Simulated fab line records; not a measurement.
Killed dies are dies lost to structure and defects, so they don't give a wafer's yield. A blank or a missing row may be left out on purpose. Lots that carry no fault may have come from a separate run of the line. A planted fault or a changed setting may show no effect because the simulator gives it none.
Chamber matching -- flow sfq_line -- 3 sister chambers for SFQ_TRILAYER_A5B_DEP_PECVD_129 on pecvd-01
The step deposits SiO2 from SiH4/N2O, time 133.33 s, target thk 600 nm. 16 wafers are shown with their chamber, then 7 later ones without.

## WAFERS PAIRED WITH THEIR CHAMBERS
wafer,chamber,heater_power_w (W),throttle_valve_pct (%)
L943.1,1,121,27.6
L943.2,2,81,25.3
L943.6,1,101,27.4
L944.5,0,70,25.7
L944.6,1,118,27.7
L954.1,2,69,25.8
L954.2,1,112,29.0
L954.5,0,66,26.6
L956.1,0,68,27.0
L956.5,0,71,27.0
L956.6,2,64,26.2
L958.1,2,79,25.9
L958.3,1,105,28.8
L958.5,1,109,29.1
L959.3,2,66,25.8
L959.4,0,71,26.7

SIGNATURES, as means of the wafers listed above
reading,chamber 0,chamber 1,chamber 2,scatter within a chamber
heater_power_w,69.20,111.00,71.80,6.49
throttle_valve_pct,26.600,28.267,25.800,0.594
Rule: for each reading, subtract the chamber's mean from the wafer's reading, divide by that reading's scatter and square the result; add these up over the readings and take the root, which gives the wafer's distance from the chamber. The wafer belongs to the nearest chamber; if the next one is less than 2 further off, it can't be placed. How the scatter is found: for the shown wafers, subtract from each reading the mean of its chamber, square and add these, divide the total by (wafers less chambers), then take the root.

## WAFERS WHOSE CHAMBER IS MISSING
wafer,heater_power_w (W),throttle_valve_pct (%)
L959.5,71,26.1
L960.2,69,25.9
L960.4,109,29.0
L960.6,68,27.1
L961.1,71,26.9
L961.3,110,29.2
L961.5,119,29.4

## CHAMBER TAKEN BY EACH
wafer,from the rows above,in truth
L959.5,can't be placed: 2 or 0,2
L960.2,can't be placed: 2 or 0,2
L960.4,1,1
L960.6,can't be placed: 0 or 2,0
L961.1,can't be placed: 0 or 2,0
L961.3,1,1
L961.5,1,1
Placed correctly: 3 of 7. Cannot be placed on the basis of these rows: 4; the candidates contain the true chamber in 4. Wrongly placed: 0.
